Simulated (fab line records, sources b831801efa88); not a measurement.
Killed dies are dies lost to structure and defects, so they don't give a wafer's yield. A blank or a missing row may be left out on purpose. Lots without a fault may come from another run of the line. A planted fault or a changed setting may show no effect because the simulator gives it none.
fab line records | flow sky130
record lots=6 wafers=18 last_day=50
route steps=708 shown FIELD_ISO@8 NWELL@32 DNWELL@35 PWDE@45 PAD_OPEN@708
lots that met no fault: from a run of the same line without faults
start_h: hours from the record's first day to the start of the lot's first wafer shown | wait_h: hours since the lot's step before | " the same as in the row above | L1.1+2: a row that stands for several wafers | - no value, or no start given | * or withheld: withheld | < > ~ a bound
route shown NAME@n: a module of which the file shows steps, and the number in the route of the first | usual: mean/standard deviation of fault-free wafers | same: alike in all rows | chamber/n: place in a boat | sites: the reading at each site | _std_site: their standard deviation | _edge_site: outer sites' mean less inner sites' | radius_mm: how far each site lies from the wafer's centre | mask NAME#n: copy n | behind: the tool/chamber that last shaped the wafer | hold: why the lot was held/for how many hours/how that ended | device: the transistor (n, p or np) that didn't switch | end of line: the same wafers' tests at the end of the route | a step without rows: its recipe alone | killed: dies lost to structure and defects at the first sort, not the wafer's yield | map: a wafer's dies, x killed, . not, _ none there
set.NAME: the setting as run; set.NAME@STEP: as run at that earlier step | model.NAME: the simulator's own value behind a step, which no gauge read
lots at some steps of the route; a table a step, a row a wafer
services: from which hour (start_h, from the record's first day; less than 0 if before it) a tool's chamber was out of use, for how many hours, and why
## steps
# step SKY_FIELD_ISO_COAT_07
# recipe resist=BARC temp_c=withheld time_s=withheld spin_rpm=3000 resist_thk_nm=60
# step SKY_FIELD_ISO_COAT_08
# recipe resist=KrF-thick spin_rpm=3000 resist_thk_nm=450
# step SKY_FIELD_ISO_SOFTBAKE_09
# recipe temp_c=100 time_s=90 resist=KrF-thick
# step SKY_FIELD_ISO_EXPOSE_10
# recipe mask_id=FOM na=0.68 source_shape=annular sigma_inner=0.4 sigma_outer=0.8 target_cd_nm=150 dose_mj=28
# step SKY_FIELD_ISO_PEB_11
# recipe peb_temp_c=withheld peb_time_s=withheld resist=KrF-thick
# step SKY_FIELD_ISO_DEVELOP_12
# recipe develop_time_s=60 resist=KrF-thick dev_temp_c=21
# step SKY_FIELD_ISO_CD_MEAS_13
# recipe target_cd_nm=150
# usual cd_nm=149.7/1.5
# columns lot.wafer tool chamber start_h wait_h cd_nm
L192.3 cd_sem-02 - 32.83 - 149.4
L192.5 " - " " 149.5
L192.6 " - " " 148.0
L194.1 cd_sem-02 - 46.29 - 149.7
L194.2 " - " " 151.4
L194.6 " - " " 149.8
L195.1 cd_sem-02 - 50.55 - 150.7
L195.4 " - " " 149.4
L195.6 " - " " 148.3
L202.1 cd_sem-01 - 86.89 - 150.0
L202.2 " - " " 149.4
L202.6 " - " " 149.7
L206.1 cd_sem-02 - 106.72 - 150.8
L206.3 " - " " 149.7
L206.4 " - " " 149.7
L212.2 cd_sem-02 - 139.22 - 149.4
L212.3 " - " " 149.5
L212.5 " - " " 150.0
# step SKY_FIELD_ISO_ETCH_14
# recipe chemistry=N2/H2 target=BARC ion_energy_ev=200 source_w=500 bias_w=100 pressure_mtorr=30 n2_flow_sccm=100 h2_flow_sccm=200 stop_on=SiO2 time_s=45.9 target_depth_a=600
# usual drypump_motor_current_A=5.6/0.56 oes_product_au=0.854/0.0048 throttle_valve_pct=13.224/0.011
# columns lot.wafer tool chamber start_h wait_h drypump_motor_current_A oes_product_au rf_hours_counter_h throttle_valve_pct
L192.3 rie_diel-02 3 32.91 0.1 6.2 0.862 1 13.222
L192.5 " 0 " " 5.6 0.855 - 13.253
L192.6 " 1 " " 5.5 0.856 - 13.216
L194.1 rie_diel-03 2 46.41 0.1 5.3 0.854 89 13.208
L194.2 " 3 " " 5.5 0.853 157 13.217
L194.6 " 0 " " 4.7 0.850 - 13.226
L195.1 rie_diel-03 2 50.67 0.1 5.3 0.856 89 13.227
L195.4 " 3 " " 5.5 0.852 157 13.244
L195.6 " 0 " " 4.6 0.855 - 13.214
L202.1 rie_diel-03 2 87.01 0.1 5.3 0.855 90 13.232
L202.2 " 0 " " 4.7 0.855 135 13.227
L202.6 " 1 " " 6.0 0.854 - 13.230
L206.1 rie_diel-04 2 106.84 0.1 5.7 0.860 3 13.230
L206.3 " 0 " " 6.4 0.853 128 13.225
L206.4 " 3 " " 6.4 0.855 137 13.216
L212.2 rie_diel-04 3 139.32 0.1 6.3 0.853 137 13.219
L212.3 " 0 " " 6.4 0.843 128 13.209
L212.5 " 2 " " 5.8 0.856 - 13.215
# step SKY_FIELD_ISO_ETCH_15
# recipe chemistry=CHF3/O2 target_depth_nm=180 stop_on=Si source_w=600 bias_w=200 pressure_mtorr=40 chf3_flow_sccm=50 O2_flow_sccm=5 time_s=72
# usual drypump_motor_current_A=5.5/0.56 oes_product_au=0.948/0.0065 throttle_valve_pct=8.844/0.0091
# columns lot.wafer tool chamber start_h wait_h drypump_motor_current_A oes_product_au rf_hours_counter_h throttle_valve_pct
L192.3 rie_diel-02 3 32.96 0.0 6.2 0.946 1 8.846
L192.5 " 0 " " 5.6 0.943 - 8.826
L192.6 " 1 " " 5.5 0.945 - 8.845
L194.1 rie_diel-03 2 46.46 0.0 5.2 0.945 89 8.844
L194.2 " 3 " " 5.5 0.949 157 8.836
L194.6 " 0 " " 4.6 0.948 - 8.831
L195.1 rie_diel-03 2 50.71 0.0 5.3 0.950 89 8.857
L195.4 " 3 " " 5.5 0.951 157 8.841
L195.6 " 0 " " 4.6 0.955 - 8.843
L202.1 rie_diel-03 2 87.06 0.0 5.2 0.952 90 8.830
L202.2 " 0 " " 4.7 0.944 135 8.830
L202.6 " 1 " " 6.0 0.945 - 8.848
L206.1 rie_diel-04 2 106.88 0.0 5.7 0.949 3 8.846
L206.3 " 0 " " 6.4 0.957 128 8.838
L206.4 " 3 " " 6.3 0.966 137 8.863
L212.2 rie_diel-04 3 139.36 0.0 6.3 0.941 137 8.828
L212.3 " 0 " " 6.4 0.946 128 8.840
L212.5 " 2 " " 5.7 0.945 - 8.848
# step SKY_FIELD_ISO_STRIP_16
# recipe chemistry=O2/N2 power_w=1400 pressure_mtorr=1500 platen_temp_c=withheld o2_flow_sccm=3000 n2_flow_sccm=300 overash_fraction=0.5
# usual drypump_motor_current_A=5.5/0.38 oes_product_au=0.377/0.0047 strip_time_to_endpoint_s=3.54/0.038
# columns lot.wafer tool chamber start_h wait_h drypump_motor_current_A oes_product_au rf_hours_counter_h strip_time_to_endpoint_s
L192.3 plasma_asher-01 1 33.05 0.1 6.0 0.377 - 3.53
L192.5 " 1 " " 6.0 0.373 - 3.52
L192.6 " 0 " " 5.9 0.376 - 3.60
L194.1 plasma_asher-02 0 46.51 0.0 5.7 0.383 39 3.53
L194.2 " 1 " " 5.5 0.378 39 3.53
L194.6 " 0 " " 5.7 0.375 - 3.53
L195.1 plasma_asher-02 0 50.77 0.0 5.8 0.375 39 3.59
L195.4 " 0 " " 5.8 0.372 - 3.52
L195.6 " 0 " " 5.8 0.382 - 3.52
L202.1 plasma_asher-01 1 87.11 0.0 6.0 0.376 41 3.59
L202.2 " 0 " " 5.9 0.377 41 3.50
L202.6 " 0 " " 5.9 0.389 - 3.60
L206.1 plasma_asher-03 0 106.94 0.0 4.9 0.382 29 3.50
L206.3 " 1 " " 5.3 0.380 - 3.51
L206.4 " 0 " " 4.9 0.375 - 3.52
L212.2 plasma_asher-02 0 139.42 0.0 5.8 0.375 48 3.51
L212.3 " 0 " " 5.8 0.372 - 3.50
L212.5 " 0 " " 5.8 0.373 - 3.47
# step SKY_FIELD_ISO_ETCH_17
# recipe target_depth_a=3420 mask_material=Si3N4 chemistry=HBr/Cl2/O2 target=Si taper_deg=5 icp_w=600 bias_w=150 pressure_mtorr=15 HBr_flow_sccm=150 Cl2_flow_sccm=40 O2_flow_sccm=6 time_s=97.7
# step SKY_FIELD_ISO_WET_ETCH_18
# recipe chemistry=H3PO4 target_depth_nm=25 temp_c=160 target=Si3N4 time_s=286
# step SKY_FIELD_ISO_CLEAN_19
# recipe chemistry=SC1/SC2 mix=1:4:20 temp_c=70 time_s=150
# columns lot.wafer tool chamber start_h wait_h
L192.3+5+6 wet_bench-04 2 33.27 0.0
L194.1+2+6 wet_bench-04 2 46.77 0.0
L195.1+4+6 wet_bench-01 1 51.04 0.0
L202.1+2+6 wet_bench-01 3 87.38 0.0
L206.1+3+4 wet_bench-01 0 107.20 0.0
L212.2+3+5 wet_bench-02 0 139.68 0.0
# step SKY_FIELD_ISO_CLEAN_20
# recipe chemistry=dHF time_s=20 dilution=100:1
# step SKY_FIELD_ISO_WET_ETCH_21
# recipe chemistry=dHF dilution=100:1 target_depth_nm=20 dry=ipa_marangoni target=SiO2 temp_c=25 time_s=400
# step SKY_FIELD_ISO_OXIDATION_22
# recipe temp_c=950 ambient=O2 stabilise_s=600 purge_s=300 target_thk_a=100 ox_time_s=623
# step SKY_FIELD_ISO_THK_MEAS_23
# recipe reads=SiO2_of_FIELD_ISO_OXIDATION_22
# usual FIELD_ISO_OXIDATION_01_THK=10.00/0.18
# columns lot.wafer tool chamber start_h wait_h FIELD_ISO_OXIDATION_01_THK[nm]
L192.3 film_metro-02 - 37.36 0.0 9.95
L192.5 " - " " 9.92
L192.6 " - " " 9.93
L194.1 film_metro-02 - 48.75 0.0 9.94
L194.2 " - " " 9.75
L194.6 " - " " 9.98
L195.1 film_metro-02 - 55.38 0.0 9.93
L195.4 " - " " 9.83
L195.6 " - " " 9.98
L202.1 film_metro-03 - 88.75 0.0 10.31
L202.2 " - " " 10.39
L202.6 " - " " 10.41
L206.1 film_metro-02 - 111.91 0.0 9.81
L206.3 " - " " 9.85
L206.4 " - " " 9.77
L212.2 film_metro-03 - 141.05 0.0 9.90
L212.3 " - " " 9.78
L212.5 " - " " 9.82
# step SKY_FIELD_ISO_CVD_24
# recipe material=SiO2 target_thk_nm=595 temp_c=650 sigma_open_frac=0.3 time_s=99.2 sih4_flow_sccm=60 pressure_mtorr=6
# step SKY_FIELD_ISO_THK_MEAS_25
# recipe reads=SiO2_of_FIELD_ISO_CVD_24
# usual FIELD_ISO_CVD_24_THK=597/5.4
# columns lot.wafer tool chamber start_h wait_h FIELD_ISO_CVD_24_THK[nm]
L192.3 film_metro-03 - 37.49 0.1 585
L192.5 " - " " 593
L192.6 " - " " 591
L194.1 film_metro-02 - 48.88 0.0 600
L194.2 " - " " 606
L194.6 " - " " 602
L195.1 film_metro-01 - 55.51 0.0 590
L195.4 " - " " 597
L195.6 " - " " 584
L202.1 film_metro-02 - 88.89 0.0 598
L202.2 " - " " 591
L202.6 " - " " 599
L206.1 film_metro-03 - 112.04 0.0 593
L206.3 " - " " 599
L206.4 " - " " 599
L212.2 film_metro-02 - 141.18 0.0 603
L212.3 " - " " 606
L212.5 " - " " 594
# step SKY_FIELD_ISO_ANNEAL_26
# recipe temp_c=1000 time_s=1800 ambient=N2
# step SKY_FIELD_ISO_CMP_27
# recipe stop_on=Si3N4 t_overpolish_s=16 down_force_psi=4 platen_rpm=60 target_thk_nm=457.8 pad_velocity_m_s=0.94248
# usual motor_current_A=12.4/1.2 overpolish_run_s=16.001/0.0095 retaining_ring_pressure_frac=1.001/0.0046 time_to_endpoint_s=112/4.4
# columns lot.wafer tool chamber start_h wait_h motor_current_A overpolish_run_s retaining_ring_pressure_frac time_to_endpoint_s
L192.3 cmp-01 3 44.62 0.0 11.6 16.005 1.006 107
L192.5 " 3 " " 11.5 15.986 1.002 105
L192.6 " 0 " " 11.1 16.005 1.004 110
L194.2 cmp-02 2 54.26 0.1 12.0 16.007 0.988 109
L194.1 " 0 " " 15.0 16.003 0.999 118
L194.6 " 1 " " 12.5 16.004 0.994 116
L195.4 cmp-01 3 59.94 0.1 10.5 16.015 1.012 114
L195.1 " 1 " " 13.1 15.989 1.009 115
L195.6 " 2 " " 13.8 15.994 1.005 110
L202.2 cmp-02 3 90.45 0.0 13.9 16.008 1.008 108
L202.1 " 2 " " 12.3 15.981 1.004 112
L202.6 " 3 " " 14.7 16.019 1.012 113
L206.3 cmp-02 1 114.23 0.0 12.4 16.000 1.004 118
L206.1 " 2 " " 11.3 16.010 1.000 113
L206.4 " 0 " " 15.4 16.016 1.000 121
L212.2 cmp-01 0 143.60 0.1 10.8 16.015 0.999 121
L212.3 " 2 " " 13.1 16.001 1.000 111
L212.5 " 0 " " 10.6 16.022 0.995 117
# step SKY_FIELD_ISO_WET_ETCH_28
# recipe chemistry=dHF target_depth_nm=23.7 target=SiO2 dilution=10:1 temp_c=25 time_s=47
# step SKY_FIELD_ISO_WET_ETCH_29
# recipe chemistry=H3PO4 target_depth_nm=160 target=Si3N4 temp_c=160 time_s=1825
# step SKY_FIELD_ISO_WET_ETCH_30
# recipe chemistry=dHF target_depth_nm=25 target=SiO2 dilution=10:1 temp_c=25 time_s=50
# step SKY_NWELL_CLEAN_00
# recipe chemistry=SC1/SC2 mix=1:4:20 temp_c=70 time_s=150 dry=n2_spin
# step SKY_NWELL_OXIDATION_01
# recipe temp_c=900 ambient=O2 stabilise_s=600 purge_s=300 target_thk_a=100 ox_time_s=1418
# step SKY_NWELL_THK_MEAS_02
# recipe reads=SiO2_of_NWELL_OXIDATION_01
# usual NWELL_OXIDATION_THK=9.92/0.2
# columns lot.wafer tool chamber start_h wait_h NWELL_OXIDATION_THK[nm]
L192.3 film_metro-01 - 51.38 0.0 9.74
L192.5 " - " " 9.83
L192.6 " - " " 9.79
L194.1 film_metro-01 - 58.57 0.0 9.43
L194.2 " - " " 9.52
L194.6 " - " " 9.44
L195.1 film_metro-03 - 64.15 0.0 10.27
L195.4 " - " " 10.30
L195.6 " - " " 10.31
L202.1 film_metro-04 - 94.78 0.0 9.97
L202.2 " - " " 9.81
L202.6 " - " " 9.84
L206.1 film_metro-01 - 117.76 0.0 9.84
L206.3 " - " " 9.86
L206.4 " - " " 9.99
L212.2 film_metro-03 - 146.48 0.0 9.95
L212.3 " - " " 9.92
L212.5 " - " " 10.08
# step SKY_DNWELL_DEHYDRATE_00
# recipe temp_c=200 time_s=60
# step SKY_DNWELL_HMDS_01
# recipe prime_time_s=60 prime_temp_c=120
# step SKY_DNWELL_COAT_02
# recipe spin_rpm=2000 resist_thk_nm=3000
# step SKY_DNWELL_SOFTBAKE_03
# recipe temp_c=110 time_s=withheld
# step SKY_DNWELL_EXPOSE_04
# recipe mask_id=DNM na=0.57 target_cd_nm=3000 dose_mj=222
# step SKY_DNWELL_PEB_05
# recipe temp_c=115 time_s=withheld
# step SKY_DNWELL_DEVELOP_06
# recipe wall_angle_deg=90 developer=TMAH develop_time_s=60 dev_temp_c=23
# step SKY_DNWELL_IMPLANT_07
# recipe species=P energy_kev=withheld dose_cm2=withheld tilt_deg=withheld
# step SKY_DNWELL_STRIP_08
# recipe chemistry=O2/N2 power_w=1400 pressure_mtorr=1500 platen_temp_c=withheld o2_flow_sccm=3000 n2_flow_sccm=300 overash_fraction=0.5
# usual drypump_motor_current_A=5.69/0.25 oes_product_au=0.723/0.005 strip_time_to_endpoint_s=36.92/0.12
# columns lot.wafer tool chamber start_h wait_h drypump_motor_current_A oes_product_au rf_hours_counter_h strip_time_to_endpoint_s
L192.3 plasma_asher-04 1 66.61 0.1 5.61 0.709 - 36.81
L192.5 " 1 " " 5.58 0.716 - 36.72
L192.6 " 0 " " 5.65 0.728 - 36.79
L194.1 plasma_asher-04 1 74.10 0.1 5.60 0.727 35 36.95
L194.2 " 0 " " 5.65 0.718 35 36.82
L194.6 " 1 " " 5.59 0.720 - 36.91
L195.1 plasma_asher-01 0 80.93 0.1 5.95 0.724 40 36.86
L195.4 " 0 " " 5.95 0.729 - 36.89
L195.6 " 0 " " 5.97 0.727 - 37.03
L202.1 plasma_asher-01 1 112.60 0.1 5.95 0.723 43 36.72
L202.2 " 0 " " 5.92 0.724 43 36.63
L202.6 " 0 " " 5.92 0.720 - 36.60
L206.1 plasma_asher-01 0 136.73 0.1 5.95 0.721 46 36.74
L206.3 " 0 " " 5.94 0.717 - 36.79
L206.4 " 1 " " 5.94 0.728 - 36.80
L212.2 plasma_asher-04 0 166.63 0.1 5.67 0.717 5 37.06
L212.3 " 0 " " 5.66 0.724 - 37.12
L212.5 " 1 " " 5.60 0.723 - 37.04
# step SKY_DNWELL_TW_MEAS_09
# usual DNWELL_TW=1100/5.1
# columns lot.wafer tool chamber start_h wait_h DNWELL_TW
L192.3 film_metro-03 - 66.70 0.1 1102
L192.5 " - " " 1105
L192.6 " - " " 1107
L194.1 film_metro-04 - 74.20 0.1 1100
L194.2 " - " " 1102
L194.6 " - " " 1103
L195.1 film_metro-03 - 81.03 0.1 1104
L195.4 " - " " 1096
L195.6 " - " " 1101
L202.1 film_metro-03 - 112.70 0.1 1098
L202.2 " - " " 1096
L202.6 " - " " 1101
L206.1 film_metro-01 - 136.83 0.1 1105
L206.3 " - " " 1102
L206.4 " - " " 1100
L212.2 film_metro-04 - 166.74 0.1 1098
L212.3 " - " " 1099
L212.5 " - " " 1091
# step SKY_PWDE_DEHYDRATE_00
# recipe temp_c=200 time_s=60
# step SKY_PWDE_HMDS_01
# recipe prime_time_s=60 prime_temp_c=120
# step SKY_PWDE_COAT_02
# recipe spin_rpm=2000 resist_thk_nm=3000
# step SKY_PWDE_SOFTBAKE_03
# recipe temp_c=110 time_s=withheld
# step SKY_PWDE_EXPOSE_04
# recipe mask_id=PWDEM na=0.6 source_shape=conventional sigma_outer=0.6 polarization=unpolarized target_cd_nm=840 dose_mj=214
# step SKY_PAD_OPEN_PROBE_99
# usual killed_at_M0_to_M3=43/7.3 killed_at_M4_up=3.6/1.9 killed_at_contacts=23/5.3 killed_at_front_end=15/4.5 killed_at_other=0.3/0.72 killed_dies=85/9.4 killed_open=46/6.7 killed_short=38/6.8
# same gross_dies=492 killed_at_back_side=0
# columns lot.wafer tool chamber start_h wait_h killed_at_M0_to_M3 killed_at_M4_up killed_at_contacts killed_at_front_end killed_at_other killed_dies killed_open killed_short
L195.1 prober-01 - 1109.87 0.1 60 2 24 13 1 100 56 44
L195.4 prober-01 - 1110.02 0.2 36 3 23 13 0 75 36 39
L195.6 prober-01 - 1110.12 0.2 41 1 26 20 0 88 49 39
L202.1 prober-02 - 1163.91 0.1 42 2 30 64 0 138 46 37
L202.2 prober-02 - 1163.96 0.1 31 3 25 56 0 115 46 22
L202.6 prober-02 - 1164.16 0.2 32 7 21 61 0 121 38 30
L206.1 prober-02 - 1170.81 0.1 47 2 17 34 0 100 47 33
L206.3 prober-02 - 1170.91 0.2 37 0 19 40 0 96 32 40
L206.4 prober-02 - 1170.96 0.2 35 2 24 38 0 99 41 36
# killed by level:class
L195.1 VIA1:geometric_particle:open=16 VIA1:geometric_particle:short=11 CONTACT:geometric_particle:open=9 VIA2:geometric_particle:open=8 METAL1:geometric_particle:short=7 LI_CONTACT:geometric_particle:open=6 VIA3:geometric_particle:open=6 LOCAL_INTERCONNECT:geometric_particle:short=5
L195.4 VIA1:geometric_particle:open=8 CONTACT:geometric_particle:short=7 CONTACT:geometric_particle:open=7 METAL2:geometric_particle:short=6 VIA2:geometric_particle:open=5 FIELD_ISO:geometric_particle:short=4 LI_CONTACT:geometric_particle:open=4 LOCAL_INTERCONNECT:geometric_particle:short=4
L195.6 CONTACT:geometric_particle:open=9 VIA3:geometric_particle:open=8 LI_CONTACT:geometric_particle:open=6 POLY_GATE:geometric_particle:open=6 LOCAL_INTERCONNECT:geometric_particle:short=6 METAL1:geometric_particle:short=6 VIA2:geometric_particle:open=6 FIELD_ISO:geometric_particle:open=5
L202.1 FIELD_ISO:unspecified=55 CONTACT:geometric_particle:open=11 VIA1:geometric_particle:open=10 METAL1:geometric_particle:short=9 LI_CONTACT:geometric_particle:open=7 VIA3:geometric_particle:open=7 VIA1:geometric_particle:short=6 VIA2:geometric_particle:open=5
L202.2 FIELD_ISO:unspecified=46 CONTACT:geometric_particle:open=16 VIA1:geometric_particle:open=8 VIA3:geometric_particle:open=7 CONTACT:geometric_particle:short=4 LI_CONTACT:geometric_particle:open=3 VIA1:geometric_particle:short=3 VIA2:geometric_particle:open=3
L202.6 FIELD_ISO:unspecified=52 CONTACT:geometric_particle:open=10 VIA1:geometric_particle:open=9 LOCAL_INTERCONNECT:geometric_particle:short=6 VIA3:geometric_particle:open=5 VIA2:geometric_particle:open=4 VIA3:geometric_particle:short=4 METAL4:geometric_particle:short=4
L206.1 FIELD_ISO:unspecified=20 VIA1:geometric_particle:open=13 VIA3:geometric_particle:open=8 LI_CONTACT:geometric_particle:open=6 VIA2:geometric_particle:open=6 FIELD_ISO:geometric_particle:open=5 METAL1:geometric_particle:short=5 VIA1:geometric_particle:short=5
L206.3 FIELD_ISO:unspecified=24 POLY_GATE:geometric_particle:short=8 VIA1:geometric_particle:open=6 VIA1:geometric_particle:short=5 VIA2:geometric_particle:open=5 CONTACT:geometric_particle:short=5 CONTACT:geometric_particle:open=5 METAL2:geometric_particle:short=5
L206.4 FIELD_ISO:unspecified=22 CONTACT:geometric_particle:open=11 VIA3:geometric_particle:open=8 POLY_GATE:geometric_particle:short=6 VIA1:geometric_particle:open=6 CONTACT:geometric_particle:short=5 LI_CONTACT:geometric_particle:open=4 METAL2:geometric_particle:short=4
# map L202.1 (x killed, . not)
__________.x..x.x..._________
________..xxx........._______
______.................._____
_____....xx.x..x.x.x...x.____
____...x..................___
___..x........x........x...__
__..xx...x...xx............._
_...x...x..x...........x...x.
_.........x..x.x..x...x.....x
_.x........x...xxxxxxx....x..
_..x....x......xxxxxxx......x
_...x........xxxxxxxxxx.x...x
_..x...x.....xxxxxxxxxxx....x
_x..x....xx..xxxxxxxxxx......
_xx......xxx...xxxxxxx....xx.
__........x.....xxxxxx...x.._
___..x......x..x...x.x.xx..__
____..........x.......x...___
_____....x...............____
______xx.xx...x......x.._____
________....x...x.xx.._______
__________..x.....x._________
# map L206.1 (x killed, . not)
__________....x.x.x._________
________.x.....xxxxx.x_______
______....x....x........_____
_____x...............xx..____
____.x..........x.x.......___
___...x.....xx.............__
__..x.........x.x...x...x.x._
_.....x.x.......x...x........
_....x..............x........
_.........x.x............xx.x
_...x..............x........x
_.x......x.x..x...x..........
_......x..x.....x............
_....x.x.....x....x..........
_x...x............x.x......x.
__x.........xx...........x.x_
___xx......x....xx.x......x__
____.x.....x....x.....x...___
_____.........x.x...x....____
______.x....xxxxxx....x._____
________...x..xxxxx..._______
__________x.xxxxxxxx_________
## services
# columns tool chamber start_h hours kind
rie_diel-04 2 21.58 8.3 repair
rie_diel-02 3 34.49 1.6 repair
cmp-02 - 56.09 0.9 repair
plasma_asher-01 - 61.61 5.0 repair
cmp-01 - 64.00 4.0 pm
rie_diel-03 1 64.62 8.4 repair
cmp-01 - 79.28 2.0 repair
cmp-02 - 82.26 1.6 repair
cmp-02 - 83.79 1.5 repair
rie_diel-02 0 99.39 2.8 repair
plasma_asher-04 - 108.75 9.0 pm
rie_diel-02 3 110.59 6.8 repair
rie_diel-02 1 117.72 4.4 repair
cmp-02 - 120.14 7.5 pm
cmp-01 - 127.75 4.3 pm
plasma_asher-03 - 131.21 14.6 pm
cmp-02 - 132.12 1.5 repair
rie_diel-04 1 134.46 6.1 repair
cmp-01 - 144.71 1.4 repair
rie_diel-03 1 154.20 3.5 repair
cmp-01 - 155.39 1.2 repair
wet_bench-04 - 156.91 9.5 repair
cmp-02 - 160.70 1.3 repair
cmp-01 - 163.89 1.0 repair
## key
first_sign step=SKY_PAD_OPEN_PROBE_99 reading=killed_at_front_end direction=up sigmas=7.6 usual=15 struck=49
effect step=SKY_PAD_OPEN_PROBE_99 reading=killed_dies direction=up sigmas=2.8 usual=85 struck=112 wafers_moved=5
met_at SKY_FIELD_ISO_CLEAN_19
struck_wafers L202.1,L202.2,L202.6,L206.1,L206.3,L206.4
tester_left_out L202,L206
onset_between 51.04 87.38
also_fits SKY_FIELD_ISO_CMP_27:cmp-02,SKY_DNWELL_STRIP_08:plasma_asher-01
fault kind=chamber_particle_source tool=wet_bench-01 chamber=- onset_h=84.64 steps=SKY_FIELD_ISO_CLEAN_19 rate_per_visit_cm2=0.68004 end_h=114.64
# tester_left_out: of these lots the tester's yield and bins aren't shown, on N5 and GAA mostly nor the transistor test; their killed dies are dies lost to structure and defects alone, not to doping, threshold or leakage, so they don't give the yield
